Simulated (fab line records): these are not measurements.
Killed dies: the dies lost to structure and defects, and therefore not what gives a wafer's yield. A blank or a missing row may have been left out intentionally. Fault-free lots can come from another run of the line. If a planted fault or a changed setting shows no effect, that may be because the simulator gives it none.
fab line records / flow sky130 / part 2 of 2: steps 30 to 43 of 43
record: lots: 5 wafers: 15 lastDay: 49
route steps=708 shown VT_ADJUST_NCORE@123 VT_ADJUST_HVTR@131 VT_ADJUST_PCH@143 SONOS_TUNNEL@154
lots with no fault: from the same line, run without faults
startH: hours from the record's first day to the start of the lot's first wafer shown / waitH: hours elapsed since this lot's preceding step / " same as the row above / L1.1+2: several wafers, shown together as one row / - no value present, or no start provided / * or withheld: withheld / < > ~ a bound
route shown NAME@n: names a module that has steps shown in the file, with the first one's number in the route / usual: average and standard deviation across the fault-free wafers / same: alike in all rows / chamber/n: place in a boat / sites: readings site by site / _std_site: the values' standard deviation / _edge_site: mean of outer sites minus mean of inner sites / radiusMm: for every site, how far away it sits from the centre of the wafer / mask NAME#n: copy n / behind: tool/chamber where the wafer was last shaped / hold: reason for holding the lot/hours on hold/outcome of the hold / device: the n, p or np transistor that did not switch / end of line: tests of these same wafers at the route's end / step lacking rows: just its recipe / killed: count of dies lost to structure and defects at first sort (not the wafer's yield) / map: the dies of a wafer, with x for killed, . for not killed, _ for no die there
set.NAME: the setting the step ran with; set.NAME@STEP: the setting that earlier step ran with / model.NAME: the simulator's own value behind a step, which no gauge read
lots at some steps of the route; a table a step, a row a wafer
services: from which hour (startH, from the record's first day; less than 0 if before it) a tool's chamber was out of use, for how many hours, and why
== steps ==
step: SKY_VT_ADJUST_PCH_STRIP_09
recipe: chemistry: O2/N2 powerW: 1400 pressureMtorr: 1500 platenTempC: withheld o2FlowSccm: 3000 n2FlowSccm: 300 overashFraction: 0.5
usual: chamberPressureMTorr: 1500.1/1.3 drypumpMotorCurrentA: 5.3/0.31 n2FlowSccm: 300.0/0.98 oesProductAu: 0.722/0.0049 stripTimeToEndpointS: 36.91/0.087
lot.wafer=L074.1 tool=plasmaAsher-04 chamber=1 startH=224.34 waitH=0.1 chamberPressureMTorr=1498.9 drypumpMotorCurrentA=5.4 n2FlowSccm=300.0 oesProductAu=0.733 rfHoursCounterH=54 stripTimeToEndpointS=36.98
lot.wafer=L074.2 tool=plasmaAsher-04 chamber=0 startH=224.34 waitH=0.1 chamberPressureMTorr=1499.1 drypumpMotorCurrentA=5.1 n2FlowSccm=299.5 oesProductAu=0.728 rfHoursCounterH=54 stripTimeToEndpointS=36.95
lot.wafer=L074.6 tool=plasmaAsher-04 chamber=0 startH=224.34 waitH=0.1 chamberPressureMTorr=1502.5 drypumpMotorCurrentA=5.1 n2FlowSccm=301.0 oesProductAu=0.727 rfHoursCounterH=- stripTimeToEndpointS=36.87
lot.wafer=L077.1 tool=plasmaAsher-01 chamber=1 startH=258.69 waitH=0.1 chamberPressureMTorr=1501.7 drypumpMotorCurrentA=4.9 n2FlowSccm=298.4 oesProductAu=0.722 rfHoursCounterH=45 stripTimeToEndpointS=36.82
lot.wafer=L077.3 tool=plasmaAsher-01 chamber=0 startH=258.69 waitH=0.1 chamberPressureMTorr=1499.6 drypumpMotorCurrentA=5.4 n2FlowSccm=299.3 oesProductAu=0.719 rfHoursCounterH=- stripTimeToEndpointS=36.87
lot.wafer=L077.6 tool=plasmaAsher-01 chamber=1 startH=258.69 waitH=0.1 chamberPressureMTorr=1499.9 drypumpMotorCurrentA=4.9 n2FlowSccm=298.9 oesProductAu=0.720 rfHoursCounterH=- stripTimeToEndpointS=36.83
lot.wafer=L084.2 tool=plasmaAsher-01 chamber=1 startH=301.30 waitH=0.1 chamberPressureMTorr=1501.3 drypumpMotorCurrentA=4.9 n2FlowSccm=301.0 oesProductAu=0.722 rfHoursCounterH=49 stripTimeToEndpointS=36.84
lot.wafer=L084.3 tool=plasmaAsher-01 chamber=0 startH=301.30 waitH=0.1 chamberPressureMTorr=1500.5 drypumpMotorCurrentA=5.5 n2FlowSccm=300.2 oesProductAu=0.723 rfHoursCounterH=- stripTimeToEndpointS=36.94
lot.wafer=L084.5 tool=plasmaAsher-01 chamber=1 startH=301.30 waitH=0.1 chamberPressureMTorr=1499.3 drypumpMotorCurrentA=4.9 n2FlowSccm=300.7 oesProductAu=0.726 rfHoursCounterH=- stripTimeToEndpointS=36.87
lot.wafer=L086.1 tool=plasmaAsher-04 chamber=0 startH=318.20 waitH=0.1 chamberPressureMTorr=1499.6 drypumpMotorCurrentA=5.1 n2FlowSccm=299.5 oesProductAu=0.723 rfHoursCounterH=63 stripTimeToEndpointS=36.74
lot.wafer=L086.2 tool=plasmaAsher-04 chamber=1 startH=318.20 waitH=0.1 chamberPressureMTorr=1501.3 drypumpMotorCurrentA=5.4 n2FlowSccm=301.3 oesProductAu=0.717 rfHoursCounterH=63 stripTimeToEndpointS=36.72
lot.wafer=L086.4 tool=plasmaAsher-04 chamber=0 startH=318.20 waitH=0.1 chamberPressureMTorr=1497.5 drypumpMotorCurrentA=5.1 n2FlowSccm=301.0 oesProductAu=0.718 rfHoursCounterH=- stripTimeToEndpointS=36.79
lot.wafer=L093.1 tool=plasmaAsher-04 chamber=1 startH=372.20 waitH=0.1 chamberPressureMTorr=1501.9 drypumpMotorCurrentA=5.4 n2FlowSccm=299.3 oesProductAu=0.725 rfHoursCounterH=69 stripTimeToEndpointS=36.83
lot.wafer=L093.3 tool=plasmaAsher-04 chamber=0 startH=372.20 waitH=0.1 chamberPressureMTorr=1496.8 drypumpMotorCurrentA=5.1 n2FlowSccm=299.1 oesProductAu=0.724 rfHoursCounterH=- stripTimeToEndpointS=36.79
lot.wafer=L093.5 tool=plasmaAsher-04 chamber=1 startH=372.20 waitH=0.1 chamberPressureMTorr=1500.2 drypumpMotorCurrentA=5.4 n2FlowSccm=299.9 oesProductAu=0.722 rfHoursCounterH=- stripTimeToEndpointS=36.95
step: SKY_VT_ADJUST_PCH_TW_MEAS_10
usual: VT_ADJUST_PCH_TW: 143.6/0.98
lot.wafer=L074.1 tool=filmMetro-01 chamber=- startH=224.44 waitH=0.1 VT_ADJUST_PCH_TW=143.7
lot.wafer=L074.2 tool=filmMetro-01 chamber=- startH=224.44 waitH=0.1 VT_ADJUST_PCH_TW=143.4
lot.wafer=L074.6 tool=filmMetro-01 chamber=- startH=224.44 waitH=0.1 VT_ADJUST_PCH_TW=143.2
lot.wafer=L077.1 tool=filmMetro-04 chamber=- startH=258.79 waitH=0.1 VT_ADJUST_PCH_TW=144.2
lot.wafer=L077.3 tool=filmMetro-04 chamber=- startH=258.79 waitH=0.1 VT_ADJUST_PCH_TW=144.6
lot.wafer=L077.6 tool=filmMetro-04 chamber=- startH=258.79 waitH=0.1 VT_ADJUST_PCH_TW=145.1
lot.wafer=L084.2 tool=filmMetro-03 chamber=- startH=301.41 waitH=0.1 VT_ADJUST_PCH_TW=143.8
lot.wafer=L084.3 tool=filmMetro-03 chamber=- startH=301.41 waitH=0.1 VT_ADJUST_PCH_TW=142.7
lot.wafer=L084.5 tool=filmMetro-03 chamber=- startH=301.41 waitH=0.1 VT_ADJUST_PCH_TW=143.5
lot.wafer=L086.1 tool=filmMetro-04 chamber=- startH=318.30 waitH=0.1 VT_ADJUST_PCH_TW=144.4
lot.wafer=L086.2 tool=filmMetro-04 chamber=- startH=318.30 waitH=0.1 VT_ADJUST_PCH_TW=144.1
lot.wafer=L086.4 tool=filmMetro-04 chamber=- startH=318.30 waitH=0.1 VT_ADJUST_PCH_TW=144.7
lot.wafer=L093.1 tool=filmMetro-01 chamber=- startH=372.30 waitH=0.1 VT_ADJUST_PCH_TW=143.4
lot.wafer=L093.3 tool=filmMetro-01 chamber=- startH=372.30 waitH=0.1 VT_ADJUST_PCH_TW=143.2
lot.wafer=L093.5 tool=filmMetro-01 chamber=- startH=372.30 waitH=0.1 VT_ADJUST_PCH_TW=143.3
step: SKY_SONOS_TUNNEL_DEHYDRATE_00
recipe: tempC: 200 timeS: 60
usual: plateTempC: 199.99/0.16
same: timeS: 60
lot.wafer=L074.1 tool=lithoTrack-03 chamber=0 startH=235.20 waitH=10.8 plateTempC=200.30
lot.wafer=L074.2 tool=lithoTrack-03 chamber=0 startH=235.20 waitH=10.8 plateTempC=200.47
lot.wafer=L074.6 tool=lithoTrack-03 chamber=0 startH=235.20 waitH=10.8 plateTempC=200.20
lot.wafer=L077.1 tool=lithoTrack-03 chamber=0 startH=270.15 waitH=11.4 plateTempC=200.00
lot.wafer=L077.3 tool=lithoTrack-03 chamber=0 startH=270.15 waitH=11.4 plateTempC=199.73
lot.wafer=L077.6 tool=lithoTrack-03 chamber=0 startH=270.15 waitH=11.4 plateTempC=199.64
lot.wafer=L084.2 tool=lithoTrack-02 chamber=0 startH=314.18 waitH=12.8 plateTempC=200.10
lot.wafer=L084.3 tool=lithoTrack-02 chamber=0 startH=314.18 waitH=12.8 plateTempC=200.12
lot.wafer=L084.5 tool=lithoTrack-02 chamber=0 startH=314.18 waitH=12.8 plateTempC=200.02
lot.wafer=L086.1 tool=lithoTrack-03 chamber=0 startH=330.50 waitH=12.2 plateTempC=200.09
lot.wafer=L086.2 tool=lithoTrack-03 chamber=0 startH=330.50 waitH=12.2 plateTempC=200.36
lot.wafer=L086.4 tool=lithoTrack-03 chamber=0 startH=330.50 waitH=12.2 plateTempC=200.09
lot.wafer=L093.1 tool=lithoTrack-02 chamber=0 startH=385.45 waitH=13.1 plateTempC=200.11
lot.wafer=L093.3 tool=lithoTrack-02 chamber=0 startH=385.45 waitH=13.1 plateTempC=200.00
lot.wafer=L093.5 tool=lithoTrack-02 chamber=0 startH=385.45 waitH=13.1 plateTempC=200.00
step: SKY_SONOS_TUNNEL_HMDS_01
recipe: primeTimeS: 60 primeTempC: 120
lot.wafer=L074.1+2+6 tool=lithoTrack-03 chamber=0 startH=235.35 waitH=0.1
lot.wafer=L077.1+3+6 tool=lithoTrack-03 chamber=0 startH=270.30 waitH=0.1
lot.wafer=L084.2+3+5 tool=lithoTrack-02 chamber=0 startH=314.33 waitH=0.1
lot.wafer=L086.1+2+4 tool=lithoTrack-03 chamber=0 startH=330.65 waitH=0.1
lot.wafer=L093.1+3+5 tool=lithoTrack-02 chamber=0 startH=385.60 waitH=0.1
step: SKY_SONOS_TUNNEL_COAT_02
recipe: resist: NOVOLAK spinRpm: 3000 resistThkNm: 1140
lot.wafer=L074.1+2+6 tool=lithoTrack-03 chamber=0 startH=235.50 waitH=0.1
lot.wafer=L077.1+3+6 tool=lithoTrack-03 chamber=0 startH=270.45 waitH=0.1
lot.wafer=L084.2+3+5 tool=lithoTrack-02 chamber=0 startH=314.48 waitH=0.1
lot.wafer=L086.1+2+4 tool=lithoTrack-03 chamber=0 startH=330.80 waitH=0.1
lot.wafer=L093.1+3+5 tool=lithoTrack-02 chamber=0 startH=385.75 waitH=0.1
step: SKY_SONOS_TUNNEL_SOFTBAKE_03
recipe: tempC: 90 timeS: 60 resist: NOVOLAK
usual: plateTempC: 89.99/0.12
same: timeS: 60
lot.wafer=L074.1 tool=lithoTrack-03 chamber=0 startH=235.65 waitH=0.1 plateTempC=89.90
lot.wafer=L074.2 tool=lithoTrack-03 chamber=0 startH=235.65 waitH=0.1 plateTempC=90.12
lot.wafer=L074.6 tool=lithoTrack-03 chamber=0 startH=235.65 waitH=0.1 plateTempC=90.02
lot.wafer=L077.1 tool=lithoTrack-03 chamber=0 startH=270.60 waitH=0.1 plateTempC=89.99
lot.wafer=L077.3 tool=lithoTrack-03 chamber=0 startH=270.60 waitH=0.1 plateTempC=90.20
lot.wafer=L077.6 tool=lithoTrack-03 chamber=0 startH=270.60 waitH=0.1 plateTempC=90.14
lot.wafer=L084.2 tool=lithoTrack-02 chamber=0 startH=314.63 waitH=0.1 plateTempC=89.93
lot.wafer=L084.3 tool=lithoTrack-02 chamber=0 startH=314.63 waitH=0.1 plateTempC=89.93
lot.wafer=L084.5 tool=lithoTrack-02 chamber=0 startH=314.63 waitH=0.1 plateTempC=90.01
lot.wafer=L086.1 tool=lithoTrack-03 chamber=0 startH=330.95 waitH=0.1 plateTempC=89.78
lot.wafer=L086.2 tool=lithoTrack-03 chamber=0 startH=330.95 waitH=0.1 plateTempC=90.09
lot.wafer=L086.4 tool=lithoTrack-03 chamber=0 startH=330.95 waitH=0.1 plateTempC=90.13
lot.wafer=L093.1 tool=lithoTrack-02 chamber=0 startH=385.90 waitH=0.1 plateTempC=89.83
lot.wafer=L093.3 tool=lithoTrack-02 chamber=0 startH=385.90 waitH=0.1 plateTempC=89.69
lot.wafer=L093.5 tool=lithoTrack-02 chamber=0 startH=385.90 waitH=0.1 plateTempC=89.98
step: SKY_SONOS_TUNNEL_EXPOSE_04
recipe: maskId: TUNM na: 0.6 sourceShape: conventional sigmaOuter: 0.6 polarization: unpolarized targetCdNm: 410 doseMj: 136
lot.wafer=L074.1+2+6 tool=ilineStepper-01 chamber=0 startH=- waitH=- mask=TUNM#0
lot.wafer=L077.1+3+6 tool=ilineStepper-01 chamber=0 startH=- waitH=- mask=TUNM#0
lot.wafer=L084.2+3+5 tool=ilineStepper-01 chamber=0 startH=- waitH=- mask=TUNM#0
lot.wafer=L086.1+2+4 tool=ilineStepper-02 chamber=0 startH=- waitH=- mask=TUNM#0
lot.wafer=L093.1+3+5 tool=ilineStepper-01 chamber=0 startH=- waitH=- mask=TUNM#0
step: SKY_SONOS_TUNNEL_PEB_05
recipe: tempC: withheld timeS: * resist: NOVOLAK
same: timeS: *
lot.wafer=L074.1+2+6 tool=lithoTrack-03 chamber=0 startH=- waitH=-
lot.wafer=L077.1+3+6 tool=lithoTrack-03 chamber=0 startH=- waitH=-
lot.wafer=L084.2+3+5 tool=lithoTrack-03 chamber=0 startH=- waitH=-
lot.wafer=L086.1+2+4 tool=lithoTrack-02 chamber=0 startH=- waitH=-
lot.wafer=L093.1+3+5 tool=lithoTrack-01 chamber=0 startH=- waitH=-
step: SKY_SONOS_TUNNEL_DEVELOP_06
recipe: resist: NOVOLAK developer: TMAH developTimeS: 60 devTempC: 23
same: developTimeS: 60
lot.wafer=L074.1+2+6 tool=lithoTrack-03 chamber=0 startH=247.15 waitH=0.1
lot.wafer=L077.1+3+6 tool=lithoTrack-03 chamber=0 startH=282.75 waitH=0.1
lot.wafer=L084.2+3+5 tool=lithoTrack-03 chamber=0 startH=327.33 waitH=0.1
lot.wafer=L086.1+2+4 tool=lithoTrack-02 chamber=0 startH=345.05 waitH=0.1
lot.wafer=L093.1+3+5 tool=lithoTrack-01 chamber=0 startH=399.88 waitH=0.1
step: SKY_SONOS_TUNNEL_CD_MEAS_07
recipe: targetCdNm: 410
usual: cdNm: 409.2/1.9
lot.wafer=L074.1 tool=cdSem-02 chamber=- startH=247.30 waitH=0.1 cdNm=406.9
lot.wafer=L074.2 tool=cdSem-02 chamber=- startH=247.30 waitH=0.1 cdNm=407.2
lot.wafer=L074.6 tool=cdSem-02 chamber=- startH=247.30 waitH=0.1 cdNm=407.9
lot.wafer=L077.1 tool=cdSem-01 chamber=- startH=282.90 waitH=0.1 cdNm=407.6
lot.wafer=L077.3 tool=cdSem-01 chamber=- startH=282.90 waitH=0.1 cdNm=406.8
lot.wafer=L077.6 tool=cdSem-01 chamber=- startH=282.90 waitH=0.1 cdNm=408.0
lot.wafer=L084.2 tool=cdSem-02 chamber=- startH=327.47 waitH=0.1 cdNm=409.7
lot.wafer=L084.3 tool=cdSem-02 chamber=- startH=327.47 waitH=0.1 cdNm=407.2
lot.wafer=L084.5 tool=cdSem-02 chamber=- startH=327.47 waitH=0.1 cdNm=408.9
lot.wafer=L086.1 tool=cdSem-01 chamber=- startH=345.20 waitH=0.1 cdNm=410.4
lot.wafer=L086.2 tool=cdSem-01 chamber=- startH=345.20 waitH=0.1 cdNm=410.3
lot.wafer=L086.4 tool=cdSem-01 chamber=- startH=345.20 waitH=0.1 cdNm=412.3
lot.wafer=L093.1 tool=cdSem-02 chamber=- startH=400.03 waitH=0.1 cdNm=407.3
lot.wafer=L093.3 tool=cdSem-02 chamber=- startH=400.03 waitH=0.1 cdNm=406.2
lot.wafer=L093.5 tool=cdSem-02 chamber=- startH=400.03 waitH=0.1 cdNm=407.1
step: SKY_SONOS_TUNNEL_OVL_MEAS_08
usual: SONOS_TUNNEL_OVL: -0.3/1.4
lot.wafer=L074.1 tool=overlay-01 chamber=- startH=247.42 waitH=0.1 SONOS_TUNNEL_OVL[nm]=0.0
lot.wafer=L074.2 tool=overlay-01 chamber=- startH=247.42 waitH=0.1 SONOS_TUNNEL_OVL[nm]=2.1
lot.wafer=L074.6 tool=overlay-01 chamber=- startH=247.42 waitH=0.1 SONOS_TUNNEL_OVL[nm]=0.5
lot.wafer=L077.1 tool=overlay-02 chamber=- startH=283.02 waitH=0.1 SONOS_TUNNEL_OVL[nm]=0.8
lot.wafer=L077.3 tool=overlay-02 chamber=- startH=283.02 waitH=0.1 SONOS_TUNNEL_OVL[nm]=-0.1
lot.wafer=L077.6 tool=overlay-02 chamber=- startH=283.02 waitH=0.1 SONOS_TUNNEL_OVL[nm]=0.2
lot.wafer=L084.2 tool=overlay-02 chamber=- startH=327.58 waitH=0.1 SONOS_TUNNEL_OVL[nm]=1.0
lot.wafer=L084.3 tool=overlay-02 chamber=- startH=327.58 waitH=0.1 SONOS_TUNNEL_OVL[nm]=1.4
lot.wafer=L084.5 tool=overlay-02 chamber=- startH=327.58 waitH=0.1 SONOS_TUNNEL_OVL[nm]=0.0
lot.wafer=L086.1 tool=overlay-02 chamber=- startH=345.32 waitH=0.1 SONOS_TUNNEL_OVL[nm]=1.4
lot.wafer=L086.2 tool=overlay-02 chamber=- startH=345.32 waitH=0.1 SONOS_TUNNEL_OVL[nm]=1.3
lot.wafer=L086.4 tool=overlay-02 chamber=- startH=345.32 waitH=0.1 SONOS_TUNNEL_OVL[nm]=-2.1
lot.wafer=L093.1 tool=overlay-01 chamber=- startH=400.15 waitH=0.1 SONOS_TUNNEL_OVL[nm]=0.7
lot.wafer=L093.3 tool=overlay-01 chamber=- startH=400.15 waitH=0.1 SONOS_TUNNEL_OVL[nm]=1.3
lot.wafer=L093.5 tool=overlay-01 chamber=- startH=400.15 waitH=0.1 SONOS_TUNNEL_OVL[nm]=-1.2
step: SKY_SONOS_TUNNEL_IMPLANT_09
recipe: species: B energyKev: 20 doseCm2: 1e+12 tiltDeg: withheld
lot.wafer=L074.1+2+6 tool=implanter-01 chamber=0 startH=247.46 waitH=0.0
lot.wafer=L077.1+3+6 tool=implanter-04 chamber=0 startH=283.06 waitH=0.0
lot.wafer=L084.2+3+5 tool=implanter-02 chamber=0 startH=327.66 waitH=0.1
lot.wafer=L086.1+2+4 tool=implanter-01 chamber=0 startH=345.36 waitH=0.0
lot.wafer=L093.1+3+5 tool=implanter-02 chamber=0 startH=400.19 waitH=0.0
step: SKY_SONOS_TUNNEL_WET_ETCH_10
recipe: chemistry: dHF targetDepthNm: 14 target: SiO2 dilution: 100:1 tempC: 25 timeS: 280
same: timeS: 280
lot.wafer=L074.1+2+6 tool=wetBench-04 chamber=2 startH=247.61 waitH=0.1
lot.wafer=L077.1+3+6 tool=wetBench-02 chamber=1 startH=283.21 waitH=0.1
lot.wafer=L084.2+3+5 tool=wetBench-03 chamber=3 startH=327.79 waitH=0.1
lot.wafer=L086.1+2+4 tool=wetBench-04 chamber=1 startH=345.51 waitH=0.1
lot.wafer=L093.1+3+5 tool=wetBench-04 chamber=0 startH=400.34 waitH=0.1
step: SKY_SONOS_TUNNEL_STRIP_11
recipe: chemistry: SPM timeS: 600 tempC: 130
usual: bathGuardTempC: 130.0/0.53
same: timeS: 600
lot.wafer=L074.1 tool=wetBench-02 chamber=3 startH=247.70 waitH=0.0 bathGuardTempC=129.8
lot.wafer=L074.2 tool=wetBench-02 chamber=3 startH=247.70 waitH=0.0 bathGuardTempC=129.8
lot.wafer=L074.6 tool=wetBench-02 chamber=3 startH=247.70 waitH=0.0 bathGuardTempC=129.6
lot.wafer=L077.1 tool=wetBench-04 chamber=0 startH=283.33 waitH=0.0 bathGuardTempC=130.5
lot.wafer=L077.3 tool=wetBench-04 chamber=0 startH=283.33 waitH=0.0 bathGuardTempC=130.4
lot.wafer=L077.6 tool=wetBench-04 chamber=0 startH=283.33 waitH=0.0 bathGuardTempC=130.7
lot.wafer=L084.2 tool=wetBench-02 chamber=0 startH=327.88 waitH=0.0 bathGuardTempC=129.3
lot.wafer=L084.3 tool=wetBench-02 chamber=0 startH=327.88 waitH=0.0 bathGuardTempC=129.0
lot.wafer=L084.5 tool=wetBench-02 chamber=0 startH=327.88 waitH=0.0 bathGuardTempC=128.8
lot.wafer=L086.1 tool=wetBench-02 chamber=1 startH=345.59 waitH=0.0 bathGuardTempC=129.6
lot.wafer=L086.2 tool=wetBench-02 chamber=1 startH=345.59 waitH=0.0 bathGuardTempC=129.7
lot.wafer=L086.4 tool=wetBench-02 chamber=1 startH=345.59 waitH=0.0 bathGuardTempC=129.8
lot.wafer=L093.1 tool=wetBench-02 chamber=3 startH=400.42 waitH=0.0 bathGuardTempC=129.7
lot.wafer=L093.3 tool=wetBench-02 chamber=3 startH=400.42 waitH=0.0 bathGuardTempC=129.5
lot.wafer=L093.5 tool=wetBench-02 chamber=3 startH=400.42 waitH=0.0 bathGuardTempC=130.0
== services ==
tool=lithoTrack-03 chamber=- startH=176.49 hours=- kind=consumableReplace:filter
tool=plasmaAsher-04 chamber=- startH=178.44 hours=7.0 kind=repair
tool=ilineStepper-01 chamber=0 startH=201.52 hours=- kind=calibration
tool=plasmaAsher-04 chamber=- startH=206.04 hours=1.6 kind=repair
tool=wetBench-04 chamber=- startH=215.82 hours=1.9 kind=pm
tool=implanter-03 chamber=- startH=235.31 hours=4.1 kind=pm
tool=ilineStepper-01 chamber=- startH=283.40 hours=4.1 kind=repair
tool=wetBench-04 chamber=- startH=287.16 hours=2.3 kind=repair
tool=implanter-04 chamber=- startH=309.90 hours=4.1 kind=repair
tool=ilineStepper-02 chamber=- startH=311.83 hours=14.4 kind=repair
tool=implanter-04 chamber=- startH=314.05 hours=3.7 kind=pm
tool=implanter-02 chamber=- startH=314.58 hours=4.9 kind=pm
tool=implanter-02 chamber=- startH=320.68 hours=2.8 kind=repair
tool=plasmaAsher-03 chamber=- startH=322.17 hours=3.6 kind=repair
tool=ilineStepper-02 chamber=0 startH=322.70 hours=- kind=calibration
tool=implanter-01 chamber=- startH=326.69 hours=5.9 kind=pm
tool=ilineStepper-02 chamber=- startH=335.44 hours=1.7 kind=pm
tool=plasmaAsher-03 chamber=- startH=340.89 hours=4.2 kind=repair
tool=wetBench-02 chamber=- startH=340.93 hours=1.4 kind=repair
tool=implanter-04 chamber=- startH=353.44 hours=1.3 kind=repair
tool=ilineStepper-02 chamber=- startH=368.89 hours=22.4 kind=repair
tool=implanter-04 chamber=- startH=378.23 hours=1.1 kind=repair
tool=implanter-01 chamber=- startH=378.93 hours=3.9 kind=pm
